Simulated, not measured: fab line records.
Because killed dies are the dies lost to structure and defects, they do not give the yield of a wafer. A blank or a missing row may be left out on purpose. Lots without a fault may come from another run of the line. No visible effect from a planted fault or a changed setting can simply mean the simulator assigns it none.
Chamber matching / flow gf180mcu / GF_V1_CMP_04 on cmp-02: 4 sister chambers
The step polishes SiO2. 14 wafers are shown with their chamber, then 7 later ones without.

== WAFERS WITH THEIR CHAMBER ==
wafer=L305.2; chamber=1; motor_current_A (A)=12.6; head_pressure_psi (psi)=3.999; edge_zone_pressure_frac=0.996
wafer=L305.4; chamber=0; motor_current_A (A)=8.6; head_pressure_psi (psi)=3.988; edge_zone_pressure_frac=0.999
wafer=L305.6; chamber=3; motor_current_A (A)=13.4; head_pressure_psi (psi)=4.001; edge_zone_pressure_frac=1.013
wafer=L307.3; chamber=1; motor_current_A (A)=12.4; head_pressure_psi (psi)=3.998; edge_zone_pressure_frac=0.998
wafer=L307.5; chamber=1; motor_current_A (A)=12.5; head_pressure_psi (psi)=4.009; edge_zone_pressure_frac=0.998
wafer=L307.6; chamber=2; motor_current_A (A)=10.5; head_pressure_psi (psi)=4.003; edge_zone_pressure_frac=1.001
wafer=L313.2; chamber=2; motor_current_A (A)=10.4; head_pressure_psi (psi)=4.024; edge_zone_pressure_frac=1.006
wafer=L313.3; chamber=1; motor_current_A (A)=12.8; head_pressure_psi (psi)=3.996; edge_zone_pressure_frac=1.002
wafer=L313.6; chamber=1; motor_current_A (A)=11.7; head_pressure_psi (psi)=4.010; edge_zone_pressure_frac=1.009
wafer=L318.1; chamber=0; motor_current_A (A)=8.4; head_pressure_psi (psi)=3.984; edge_zone_pressure_frac=1.002
wafer=L318.2; chamber=2; motor_current_A (A)=10.6; head_pressure_psi (psi)=4.002; edge_zone_pressure_frac=0.996
wafer=L318.6; chamber=2; motor_current_A (A)=10.9; head_pressure_psi (psi)=3.998; edge_zone_pressure_frac=0.997
wafer=L320.4; chamber=3; motor_current_A (A)=13.3; head_pressure_psi (psi)=3.993; edge_zone_pressure_frac=1.003
wafer=L320.5; chamber=3; motor_current_A (A)=13.0; head_pressure_psi (psi)=4.000; edge_zone_pressure_frac=1.000

SIGNATURES (means of the wafers above)
reading=motor_current_A; chamber 0=8.500; chamber 1=12.400; chamber 2=10.600; chamber 3=13.233; scatter within a chamber=0.308
reading=head_pressure_psi; chamber 0=3.98600; chamber 1=4.00240; chamber 2=4.00675; chamber 3=3.99800; scatter within a chamber=0.00794
reading=edge_zone_pressure_frac; chamber 0=1.00050; chamber 1=1.00060; chamber 2=1.00000; chamber 3=1.00533; scatter within a chamber=0.00516
Rule: a wafer lies at a distance from a chamber equal to the root of the sum of squares, over the readings, of (its reading less the chamber's mean, divided by the reading's scatter). The wafer belongs to the nearest chamber; if the next one is less than 2 further off, it can't be placed. How the scatter is found: for the shown wafers, subtract from each reading the mean of its chamber, square and add these, divide the total by (wafers less chambers), then take the root.

== WAFERS WITHOUT THEIR CHAMBER ==
wafer=L320.6; motor_current_A (A)=9.9; head_pressure_psi (psi)=4.007; edge_zone_pressure_frac=1.005
wafer=L326.1; motor_current_A (A)=10.6; head_pressure_psi (psi)=4.007; edge_zone_pressure_frac=0.997
wafer=L326.3; motor_current_A (A)=13.2; head_pressure_psi (psi)=3.984; edge_zone_pressure_frac=1.002
wafer=L326.4; motor_current_A (A)=12.8; head_pressure_psi (psi)=3.999; edge_zone_pressure_frac=0.992
wafer=L327.3; motor_current_A (A)=8.6; head_pressure_psi (psi)=4.008; edge_zone_pressure_frac=0.997
wafer=L327.5; motor_current_A (A)=13.5; head_pressure_psi (psi)=3.980; edge_zone_pressure_frac=1.003
wafer=L327.6; motor_current_A (A)=8.5; head_pressure_psi (psi)=4.018; edge_zone_pressure_frac=0.992

== CHAMBER TAKEN BY EACH ==
wafer=L320.6; from the rows above=2; in truth=2
wafer=L326.1; from the rows above=2; in truth=2
wafer=L326.3; from the rows above=can't be placed: 3 or 1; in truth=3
wafer=L326.4; from the rows above=can't be placed: 1 or 3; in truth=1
wafer=L327.3; from the rows above=0; in truth=0
wafer=L327.5; from the rows above=3; in truth=3
wafer=L327.6; from the rows above=0; in truth=0
Correctly placed: 5 of 7. Not placeable from these rows: 2 (in 2, the candidates include the true chamber). Number placed wrongly: 0.
